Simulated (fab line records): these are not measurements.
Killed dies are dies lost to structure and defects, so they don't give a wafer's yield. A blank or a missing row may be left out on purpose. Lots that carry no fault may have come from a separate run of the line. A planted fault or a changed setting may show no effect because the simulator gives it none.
Comparing a struck lot with a sound one || flow sky130 || 15 steps out of a route of 708
Sound: wafers L838.2, L838.3, L838.4. Struck: wafers L841.1, L841.6 (left out: L841.5, a lot-mate that was not struck); the cause follows at the end.
For every step that has rows: the tool of each side, followed by ch and its chambers, followed by its first start. Under that, the readings that differ: sound wafers || struck wafers || difference of the means || sigmas: that difference in standard deviations of wafers without a fault.
alike: readings with means less than 2 such deviations apart, plus words and numbers identical on both sides. not compared: withheld readings, readings lacking a value on some wafer, bounds such as >300 that could conceal the same value, and numbers that have no deviation in the record and whose values overlap.
The two part at a step that has a row with sigmas, a row that says differs or no value, or rows on one side only. Numbers that have no deviation but don't overlap get no sigmas and don't part them. Lack of a reading on every wafer of one side parts them only where that side has two or more wafers.

first, 6 steps without rows for these wafers: SKY_METAL4_COAT_07 (resist thk 60 nm); SKY_METAL4_COAT_08 (resist thk 1140 nm); SKY_METAL4_SOFTBAKE_09 (time 90 s); SKY_METAL4_EXPOSE_10 (exposes mask MM4, target cd 300 nm); SKY_METAL4_PEB_11; SKY_METAL4_DEVELOP_12 (develop time 60 s).
SKY_METAL4_CD_MEAS_13: target cd 300 nm.
  sound on cdSem-01 at day 44 11:30; struck on cdSem-02 at day 45 09:12
{"reading": "cdNm (nm)", "sound": "302.0 300.7 302.0", "struck": "298.4 299.4", "difference": -2.7, "sigmas": -2}
SKY_METAL4_OVL_MEAS_14:
  sound on overlay-01 at day 44 11:37; struck on overlay-02 at day 45 09:19
  alike: METAL4_OVL
SKY_METAL4_DESCUM_15: chemistry O2, time 8 s.
  sound on rieMetal-01 ch 0,1, day 44 11:38; struck on rieMetal-03 ch 1, day 45 09:22
  alike: drypumpMotorCurrentA, oesProductAu
  not compared: rfHoursCounterH
SKY_METAL4_ETCH_16: etches BARC in N2/H2, stops on SiO2, time 88.2 s, target depth 60 nm.
  sound on rieMetal-01 ch 0,1, day 44 11:40; struck on rieMetal-03 ch 1, day 45 09:25
  alike: drypumpMotorCurrentA, oesProductAu, throttleValvePct
  not compared: rfHoursCounterH
SKY_METAL4_ETCH_17: etches SiO2 in C4F8/O2/Ar, stops on TiN, time 3.9 s, target depth 15 nm.
  sound on rieDiel-04 ch 1,2,3, day 44 11:46; struck on rieDiel-01 ch 0,2, day 45 09:37
  alike: oesProductAu
SKY_METAL4_METAL_ETCH_18: etches the open film in Cl2/BCl3, stops on SiO2, target depth 845 nm, time 183.1 s.
  sound on rieMetal-03 ch 0,1, day 44 11:47; struck on rieMetal-04 ch 0, day 45 09:38
  alike: drypumpMotorCurrentA, oesProductAu, throttleValvePct
  not compared: rfHoursCounterH
SKY_METAL4_STRIP_19: strips in O2/N2.
  sound on plasmaAsher-03 ch 0,1, day 44 11:58; struck on plasmaAsher-03 ch 0, day 45 09:49
{"reading": "oesProductAu (a.u.)", "sound": "0.501 0.506 0.519", "struck": "0.502 0.493", "difference": -0.011, "sigmas": -2}
{"reading": "overashFraction", "sound": "0.5 0.5 0.5", "struck": "0.7 0.7", "difference": "+0.2", "sigmas": ""}
{"reading": "stripTimeToEndpointS (s)", "sound": "6.60 6.59 6.81", "struck": "6.45 6.43", "difference": -0.23, "sigmas": -3}
  alike: drypumpMotorCurrentA
  not compared: rfHoursCounterH
then, 1 step without rows for these wafers: SKY_METAL4_STRIP_20 (strips in post etch residue remover, time 1200 s).
-- the record jumps here: 4 days lie between the struck wafers' starts before and after (it left off in module METAL4 and takes up again in module PAD_OPEN, whose first step shown is number 708 of the route) --
SKY_PAD_OPEN_PROBE_99:
  sound on prober-01 at day 48 04:23; struck on prober-01 at day 49 01:08
  alike: defectLimitedYield, killed_at_M0_to_M3, killed_at_M4_up, killedAtContacts, killedAtFrontEnd, killedAtOther, killedDies, killedOpen, killedShort, sort_bin_3_pad_short, sort_bin_5_function, sort_bin_6_memory, sort_bin_8_speed, sortNPass, sortYieldPct

== WHERE THEY PART ==
At SKY_METAL4_CD_MEAS_13 first; at SKY_METAL4_STRIP_19 last (within this record only). Later steps at which nothing parts them and some readings are alike: SKY_PAD_OPEN_PROBE_99.

WHY: what the simulator had put in
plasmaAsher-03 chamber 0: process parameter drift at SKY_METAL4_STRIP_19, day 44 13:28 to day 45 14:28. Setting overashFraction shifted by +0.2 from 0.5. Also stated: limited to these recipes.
